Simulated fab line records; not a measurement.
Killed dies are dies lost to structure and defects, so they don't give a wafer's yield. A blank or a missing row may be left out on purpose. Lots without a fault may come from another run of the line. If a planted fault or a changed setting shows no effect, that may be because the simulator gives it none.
Chamber matching || flow sfqLine || SFQ_TRILAYER_A5B_CMP_CMP_130 on cmp-01: 4 sister chambers
The step polishes, stops on Nb, target thk 340.7 nm. 16 wafers are shown with their chamber, then 8 later ones without.

## EACH WAFER AND ITS CHAMBER
{"wafer": "L301.2", "chamber": 0, "motorCurrentA (A)": 11.1}
{"wafer": "L301.3", "chamber": 1, "motorCurrentA (A)": 10.6}
{"wafer": "L301.4", "chamber": 2, "motorCurrentA (A)": 11.2}
{"wafer": "L303.3", "chamber": 0, "motorCurrentA (A)": 11.2}
{"wafer": "L303.2", "chamber": 2, "motorCurrentA (A)": 11.2}
{"wafer": "L303.5", "chamber": 0, "motorCurrentA (A)": 11.2}
{"wafer": "L305.4", "chamber": 2, "motorCurrentA (A)": 11.0}
{"wafer": "L305.5", "chamber": 3, "motorCurrentA (A)": 10.6}
{"wafer": "L305.6", "chamber": 0, "motorCurrentA (A)": 11.1}
{"wafer": "L307.2", "chamber": 1, "motorCurrentA (A)": 10.6}
{"wafer": "L307.1", "chamber": 3, "motorCurrentA (A)": 9.9}
{"wafer": "L307.5", "chamber": 2, "motorCurrentA (A)": 10.1}
{"wafer": "L308.4", "chamber": 2, "motorCurrentA (A)": 10.9}
{"wafer": "L308.1", "chamber": 0, "motorCurrentA (A)": 11.1}
{"wafer": "L308.3", "chamber": 1, "motorCurrentA (A)": 10.4}
{"wafer": "L309.2", "chamber": 2, "motorCurrentA (A)": 10.7}

SIGNATURES (averages over the wafers above)
{"reading": "motorCurrentA", "chamber 0": 11.140, "chamber 1": 10.533, "chamber 2": 10.850, "chamber 3": 10.250, "scatter within a chamber": 0.308}
Rule: for a wafer and a chamber, the distance is found by dividing, reading by reading, the gap between the wafer's reading and the chamber's mean by the reading's scatter, squaring, summing and taking the root. The wafer belongs to the nearest chamber; if the next one is less than 2 further off, it can't be placed. The scatter: take each reading less its chamber's mean, square it, sum over the shown wafers, divide by the number of wafers less the number of chambers, and take the root.

## WAFERS WITHOUT THEIR CHAMBER
{"wafer": "L309.4", "motorCurrentA (A)": 9.5}
{"wafer": "L309.6", "motorCurrentA (A)": 11.4}
{"wafer": "L310.4", "motorCurrentA (A)": 10.8}
{"wafer": "L310.3", "motorCurrentA (A)": 11.1}
{"wafer": "L310.5", "motorCurrentA (A)": 10.6}
{"wafer": "L313.1", "motorCurrentA (A)": 10.0}
{"wafer": "L313.2", "motorCurrentA (A)": 11.0}
{"wafer": "L313.6", "motorCurrentA (A)": 10.5}

## CHAMBER TAKEN BY EACH
{"wafer": "L309.4", "from the rows above": "can't be placed: 3 or 1 or 2", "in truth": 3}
{"wafer": "L309.6", "from the rows above": "can't be placed: 0 or 2 or 1", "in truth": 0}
{"wafer": "L310.4", "from the rows above": "can't be placed: 2 or 1 or 0 or 3", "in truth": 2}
{"wafer": "L310.3", "from the rows above": "can't be placed: 0 or 2 or 1", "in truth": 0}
{"wafer": "L310.5", "from the rows above": "can't be placed: 1 or 2 or 3 or 0", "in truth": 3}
{"wafer": "L313.1", "from the rows above": "can't be placed: 3 or 1 or 2", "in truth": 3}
{"wafer": "L313.2", "from the rows above": "can't be placed: 0 or 2 or 1 or 3", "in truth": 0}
{"wafer": "L313.6", "from the rows above": "can't be placed: 1 or 3 or 2 or 0", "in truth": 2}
0 of 8 placed correctly. Not placeable from these rows: 8 (in 8, the candidates include the true chamber). Placed wrongly: 0.
